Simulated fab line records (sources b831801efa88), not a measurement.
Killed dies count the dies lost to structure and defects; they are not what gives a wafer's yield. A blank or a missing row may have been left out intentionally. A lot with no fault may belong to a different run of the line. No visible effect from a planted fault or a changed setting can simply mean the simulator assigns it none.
Which of the tools did it? / flow gf180mcu / 14 lots with 42 wafers sampled at 4 steps, on a route of 602 steps

## WHAT THE GAUGES READ, wafer by wafer
GF_V3_THK_MEAS_01. Usual: V3_CVD_00_THK typically reads 602 nm, with standard deviation 7.4.
lot=L972; measured=day 21 05:39; on=filmMetro-04; V3_CVD_00_THK (nm)=597 606 602; flag=
lot=L973; measured=day 21 18:37; on=filmMetro-01; V3_CVD_00_THK (nm)=607 600 599; flag=
lot=L974; measured=day 22 03:08; on=filmMetro-04; V3_CVD_00_THK (nm)=593 596 591; flag=
lot=L975; measured=day 22 12:10; on=filmMetro-04; V3_CVD_00_THK (nm)=594 586 586; flag=
lot=L976; measured=day 23 08:27; on=filmMetro-04; V3_CVD_00_THK (nm)=606 601 602; flag=
lot=L977; measured=day 23 14:01; on=filmMetro-02; V3_CVD_00_THK (nm)=589 584 596; flag=
lot=L978; measured=day 24 05:19; on=filmMetro-02; V3_CVD_00_THK (nm)=614 604 594; flag=
lot=L979; measured=day 24 10:59; on=filmMetro-04; V3_CVD_00_THK (nm)=600 605 604; flag=
lot=L980; measured=day 24 12:21; on=filmMetro-02; V3_CVD_00_THK (nm)=593 610 602; flag=
lot=L985; measured=day 26 01:10; on=filmMetro-04; V3_CVD_00_THK (nm)=600 600 595; flag=
lot=L987; measured=day 27 02:40; on=filmMetro-01; V3_CVD_00_THK (nm)=598 601 591; flag=
lot=L988; measured=day 27 03:00; on=filmMetro-02; V3_CVD_00_THK (nm)=605 614 606; flag=
lot=L992; measured=day 28 02:00; on=filmMetro-02; V3_CVD_00_THK (nm)=599 614 600; flag=
lot=L994; measured=day 28 14:02; on=filmMetro-04; V3_CVD_00_THK (nm)=603 600 612; flag=

GF_V4_THK_MEAS_01. Usual: V4_CVD_00_THK typically reads 600 nm, with standard deviation 6.3.
lot=L972; measured=day 23 07:23; on=filmMetro-04; V4_CVD_00_THK (nm)=609 614 607; flag=
lot=L973; measured=day 23 20:18; on=filmMetro-02; V4_CVD_00_THK (nm)=592 594 592; flag=
lot=L974; measured=day 24 04:12; on=filmMetro-02; V4_CVD_00_THK (nm)=598 597 598; flag=
lot=L975; measured=day 24 12:49; on=filmMetro-03; V4_CVD_00_THK (nm)=602 599 594; flag=
lot=L976; measured=day 25 07:44; on=filmMetro-02; V4_CVD_00_THK (nm)=599 603 608; flag=
lot=L977; measured=day 25 13:37; on=filmMetro-03; V4_CVD_00_THK (nm)=596 598 597; flag=
lot=L978; measured=day 26 04:46; on=filmMetro-03; V4_CVD_00_THK (nm)=600 600 610; flag=
lot=L979; measured=day 26 07:59; on=filmMetro-02; V4_CVD_00_THK (nm)=607 607 608; flag=
lot=L980; measured=day 26 10:31; on=filmMetro-04; V4_CVD_00_THK (nm)=602 597 606; flag=
lot=L985; measured=day 27 21:46; on=filmMetro-03; V4_CVD_00_THK (nm)=600 593 591; flag=
lot=L987; measured=day 28 21:18; on=filmMetro-03; V4_CVD_00_THK (nm)=599 601 589; flag=
lot=L988; measured=day 28 21:38; on=filmMetro-04; V4_CVD_00_THK (nm)=599 600 599; flag=
lot=L992; measured=day 29 20:21; on=filmMetro-03; V4_CVD_00_THK (nm)=597 606 600; flag=
lot=L994; measured=day 30 06:26; on=filmMetro-02; V4_CVD_00_THK (nm)=597 594 596; flag=

## TOOL THAT RAN EACH LOT (tool first, then ch and the chambers of the sampled wafers, then the start)
lot=L972; GF_V3_CVD_02=pecvd-03 ch 0,1, day 21 05:41; GF_M4_PEB_12=lithoTrack-04 ch 0, day 23 06:10
lot=L973; GF_V3_CVD_02=pecvd-02 ch 0,1,2, day 21 18:39; GF_M4_PEB_12=lithoTrack-04 ch 0, day 23 19:07
lot=L974; GF_V3_CVD_02=pecvd-03 ch 0,2, day 22 03:11; GF_M4_PEB_12=lithoTrack-04 ch 0, day 24 02:51
lot=L975; GF_V3_CVD_02=pecvd-03 ch 0,2, day 22 12:14; GF_M4_PEB_12=lithoTrack-04 ch 0, day 24 11:24
lot=L976; GF_V3_CVD_02=pecvd-03 ch 0,1, day 23 08:30; GF_M4_PEB_12=lithoTrack-01 ch 0, day 25 06:26
lot=L977; GF_V3_CVD_02=pecvd-04 ch 0,1,2, day 23 14:04; GF_M4_PEB_12=lithoTrack-01 ch 0, day 25 12:22
lot=L978; GF_V3_CVD_02=pecvd-02 ch 0,1,2, day 24 05:22; GF_M4_PEB_12=lithoTrack-01 ch 0, day 26 03:27
lot=L979; GF_V3_CVD_02=pecvd-04 ch 0,1, day 24 11:01; GF_M4_PEB_12=lithoTrack-01 ch 0, day 26 06:28
lot=L980; GF_V3_CVD_02=pecvd-03 ch 0,1,2, day 24 12:25; GF_M4_PEB_12=lithoTrack-03 ch 0, day 26 08:52
lot=L985; GF_V3_CVD_02=pecvd-03 ch 0,1, day 26 01:13; GF_M4_PEB_12=lithoTrack-04 ch 0, day 27 20:32
lot=L987; GF_V3_CVD_02=pecvd-02 ch 0,1, day 27 02:43; GF_M4_PEB_12=lithoTrack-03 ch 0, day 28 19:59
lot=L988; GF_V3_CVD_02=pecvd-03 ch 1,2, day 27 03:04; GF_M4_PEB_12=lithoTrack-03 ch 0, day 28 20:19
lot=L992; GF_V3_CVD_02=pecvd-02 ch 0,1,2, day 28 02:02; GF_M4_PEB_12=lithoTrack-01 ch 0, day 29 19:10
lot=L994; GF_V3_CVD_02=pecvd-03 ch 0,1, day 28 14:05; GF_M4_PEB_12=lithoTrack-01 ch 0, day 30 05:14
- GF_V3_CVD_02: deposits SiO2 from TEOS, target thk 850 nm, time 94.851 s.
- GF_M4_PEB_12: peb time 90 s.

## AS READ BY THE TOOLS THEMSELVES (means over the sampled wafers that have a number; for cases with no such wafer, the mark the record gives instead)
GF_V3_CVD_02. Usual: heaterPowerOuterW 339 W, standard deviation 63; heaterPowerW 585 W, standard deviation 80; rfFwdPowerW 596.4 W, standard deviation 2.
lot=L972; tool=pecvd-03; heaterPowerOuterW (W)=292; heaterPowerW (W)=514; rfFwdPowerW (W)=598.9; flag=
lot=L973; tool=pecvd-02; heaterPowerOuterW (W)=400; heaterPowerW (W)=650; rfFwdPowerW (W)=595.7; flag=
lot=L974; tool=pecvd-03; heaterPowerOuterW (W)=310; heaterPowerW (W)=540; rfFwdPowerW (W)=596.6; flag=
lot=L975; tool=pecvd-03; heaterPowerOuterW (W)=294; heaterPowerW (W)=553; rfFwdPowerW (W)=595.2; flag=
lot=L976; tool=pecvd-03; heaterPowerOuterW (W)=278; heaterPowerW (W)=496; rfFwdPowerW (W)=597.9; flag=
lot=L977; tool=pecvd-04; heaterPowerOuterW (W)=357; heaterPowerW (W)=630; rfFwdPowerW (W)=595.0; flag=
lot=L978; tool=pecvd-02; heaterPowerOuterW (W)=375; heaterPowerW (W)=611; rfFwdPowerW (W)=597.0; flag=
lot=L979; tool=pecvd-04; heaterPowerOuterW (W)=356; heaterPowerW (W)=626; rfFwdPowerW (W)=599.2; flag=
lot=L980; tool=pecvd-03; heaterPowerOuterW (W)=267; heaterPowerW (W)=496; rfFwdPowerW (W)=596.8; flag=
lot=L985; tool=pecvd-03; heaterPowerOuterW (W)=257; heaterPowerW (W)=462; rfFwdPowerW (W)=595.7; flag=
lot=L987; tool=pecvd-02; heaterPowerOuterW (W)=413; heaterPowerW (W)=663; rfFwdPowerW (W)=595.5; flag=
lot=L988; tool=pecvd-03; heaterPowerOuterW (W)=314; heaterPowerW (W)=573; rfFwdPowerW (W)=600.0; flag=
lot=L992; tool=pecvd-02; heaterPowerOuterW (W)=395; heaterPowerW (W)=649; rfFwdPowerW (W)=597.2; flag=
lot=L994; tool=pecvd-03; heaterPowerOuterW (W)=262; heaterPowerW (W)=475; rfFwdPowerW (W)=594.4; flag=

GF_M4_PEB_12. Usual: heaterPowerTotalW reads 85.70 W (standard deviation 0.082).
lot=L972; tool=lithoTrack-04; heaterPowerTotalW (W)=85.63; flag=
lot=L973; tool=lithoTrack-04; heaterPowerTotalW (W)=85.67; flag=
lot=L974; tool=lithoTrack-04; heaterPowerTotalW (W)=85.63; flag=
lot=L975; tool=lithoTrack-04; heaterPowerTotalW (W)=85.70; flag=
lot=L976; tool=lithoTrack-01; heaterPowerTotalW (W)=85.68; flag=
lot=L977; tool=lithoTrack-01; heaterPowerTotalW (W)=85.73; flag=
lot=L978; tool=lithoTrack-01; heaterPowerTotalW (W)=85.74; flag=
lot=L979; tool=lithoTrack-01; heaterPowerTotalW (W)=85.64; flag=
lot=L980; tool=lithoTrack-03; heaterPowerTotalW (W)=85.78; flag=
lot=L985; tool=lithoTrack-04; heaterPowerTotalW (W)=85.72; flag=
lot=L987; tool=lithoTrack-03; heaterPowerTotalW (W)=85.95; flag=OFF
lot=L988; tool=lithoTrack-03; heaterPowerTotalW (W)=86.29; flag=OFF
lot=L992; tool=lithoTrack-01; heaterPowerTotalW (W)=85.74; flag=
lot=L994; tool=lithoTrack-01; heaterPowerTotalW (W)=85.79; flag=

## THE ANSWER, worked out from the rows above alone
Rule: a lot counts as off when the mean over its wafers that have a number is more than 3 standard deviations away from the usual mean. A lot without any number at a reading at which 4 lots or more have one is off too. All remaining lots with rows at the step are treated as sound. Order of review: gauges by route order, followed by the tools' own readings, for which a lot's mean as printed above is used. The first step at which some lot is off is used, and at that step the reading that is off furthest; a lot without a number counts as furthest.
Off, at GF_M4_PEB_12 on heaterPowerTotalW: L987, L988.
If a tool, at that step or one of the process steps before it, ran each lot that is off and ran no sound lot following the first of them, it fits. One candidate fits, namely lithoTrack-03 at GF_M4_PEB_12. A fault onset in the window from L980 (day 26 08:52, its last sound lot) to L987 (day 28 19:59, its first lot off) fits.
On the lots that are off, the tool's own readings at GF_M4_PEB_12 differ by more than 5 times the standard deviation of the sound lots' means, which bears it out; heaterPowerTotalW reads 86.12 W there versus 85.70 W on the sound lots.

## WHAT WAS PUT IN BY THE SIMULATOR
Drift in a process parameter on lithoTrack-03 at GF_M4_PEB_12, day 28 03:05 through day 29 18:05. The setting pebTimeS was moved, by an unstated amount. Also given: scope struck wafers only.
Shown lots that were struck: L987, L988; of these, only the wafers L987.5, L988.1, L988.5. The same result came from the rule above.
